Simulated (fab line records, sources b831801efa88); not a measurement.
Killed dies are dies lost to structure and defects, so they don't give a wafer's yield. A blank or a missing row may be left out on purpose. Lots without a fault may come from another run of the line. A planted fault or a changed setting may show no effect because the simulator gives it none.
Which tool did it? | flow gf180mcu | 6 lots, 18 wafers sampled, at 2 steps of a route of 602

WHAT THE GAUGES READ, wafer by wafer
GF_M3_CD_MEAS_14: target cd 280 nm.
lot  | measured     | on        | cd_nm (nm)
L767 | day 23 03:38 | cd_sem-02 | 280.0 278.4 279.0
L768 | day 23 10:23 | cd_sem-01 | 278.3 277.9 279.4
L770 | day 24 04:32 | cd_sem-02 | 278.3 278.2 277.5
L775 | day 25 09:17 | cd_sem-02 | 278.0 277.5 279.1
L781 | day 27 12:16 | cd_sem-01 | 281.1 280.7 280.2
L783 | day 28 01:36 | cd_sem-02 | 279.8 280.4 279.0

WHICH TOOL RAN EACH LOT (tool, then ch and the chambers of the sampled wafers, then the start)
lot  | GF_M3_SOFTBAKE_10
L767 | litho_track-04 ch 0, day 22 16:01
L768 | litho_track-02 ch 0, day 22 22:42
L770 | litho_track-02 ch 0, day 23 17:54
L775 | litho_track-02 ch 0, day 24 22:12
L781 | litho_track-01 ch 0, day 27 02:13
L783 | litho_track-04 ch 0, day 27 15:25
- GF_M3_SOFTBAKE_10: time 60 s.

THE ANSWER, worked out from the rows above alone
Rule: what is usual is taken from the lots themselves. Put in order of their means at a reading, lots are off if they are a third of the lots or fewer, leave a main group of 4 or more, and stand apart from it by a gap of 3 or more times the standard deviation of the main group's means; of several such gaps the widest counts. A main group whose means are all the same, to the digits that the tables above print for the reading, isn't used. A lot without any number at a reading at which 4 lots or more have one is off too. The other lots that the step has rows for count as sound.
No lot is off at any reading shown: from this, nothing can be told.

WHAT THE SIMULATOR HAD PUT IN
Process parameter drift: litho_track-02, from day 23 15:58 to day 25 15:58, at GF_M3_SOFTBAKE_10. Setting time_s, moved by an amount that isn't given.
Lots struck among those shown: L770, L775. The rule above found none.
